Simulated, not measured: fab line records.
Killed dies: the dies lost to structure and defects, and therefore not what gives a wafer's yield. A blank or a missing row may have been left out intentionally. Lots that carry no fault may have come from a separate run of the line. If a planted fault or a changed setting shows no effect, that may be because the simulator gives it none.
2 desks looking at one fault    flow gf180mcu    only its own numbers are on each desk; what lay behind them is given at the end

== THE METROLOGY DESK ==
Means of the sampled wafers that have a number, per lot and without regard to the tool the lot ran on: this is what the gauges read. A lot is out of limits, marked OUT, if its mean lies more than 4 standard deviations from the usual mean; the brackets give that distance.
Columns: A = HV_LDD_02_OVL at GF_HV_LDD_OVL_MEAS_32, usual -1.2 nm; B = HV_LDD_4_TW at GF_HV_LDD_TW_MEAS_50, usual 569; C = SALICIDE_TIN_RS at GF_SALICIDE_RS_MEAS_04, usual 16.32 ohm/sq
lot   first seen here  A     B    C
L368  day 11 07:26     -0.9  571  16.25
L371  day 12 06:44     1.1   569  16.65
L373  day 12 20:28     -2.3  565  16.14
L376  day 13 21:23     0.7   571  16.37
L375  day 14 00:52     -0.5  571  16.22
L378  day 15 10:24     -1.7  573  16.44
L379  day 15 21:30     -2.7  571  16.48
L381  day 15 23:35     -1.8  572  16.81
L380  day 16 01:26     0.6   564  16.15
L383  day 16 19:35     -1.0  570  15.84
L388  day 17 21:59     -3.1  568  18.78 (+8.5) OUT
L387  day 18 03:50     -0.6  564  16.26
L389  day 18 11:21     -2.3  569  18.72 (+8.3) OUT
L391  day 19 00:53     -0.3  571  15.98
This desk finds L388, L389 out of limits, with the earliest case on L388 at day 22 01:11 (SALICIDE_TIN_RS at GF_SALICIDE_RS_MEAS_04). L368, L371, L373, L376, L375, L378, L379, L381, L380, L383, L387, L391 stayed within limits.

== DESK OF THE TOOL OWNER: pvd sputter-01 ==
The tool's own readings at GF_SALICIDE_SPUTTER_02 (material Co, target thk 10 nm, time 20 s): means of the sampled wafers that have a number, for each lot that ran on this tool. A lot is out of limits, marked OUT, if its mean lies more than 4 standard deviations from the usual mean; the brackets give that distance.
Columns: A = throttle valve pct at GF_SALICIDE_SPUTTER_02, usual 29.6 %
lot   first seen here  A
L375  day 17 22:08     30.1
L381  day 20 02:41     30.5
L383  day 20 22:31     29.1
L388  day 22 01:08     30.1
L389  day 22 16:08     30.0
This desk's verdict: no lot among the 5 shows anything out of limits.

== TAKEN TOGETHER ==
L388, L389 would have let the metrology desk raise an alarm at day 22 01:11.
The desk of the tool owner found nothing out of limits.
Tool owner's desk: L388, L389 on record, inside its limits.
On pvd sputter-01, each named lot ran GF_SALICIDE_SPUTTER_02.

== WHAT THE SIMULATOR HAD PUT IN ==
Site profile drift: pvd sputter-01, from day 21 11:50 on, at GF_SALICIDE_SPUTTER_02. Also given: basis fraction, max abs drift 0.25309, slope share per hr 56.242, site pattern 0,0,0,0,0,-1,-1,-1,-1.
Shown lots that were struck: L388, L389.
Time in hours between the start of the fault and the first out-of-limits reading at each desk: metrology desk, 13.
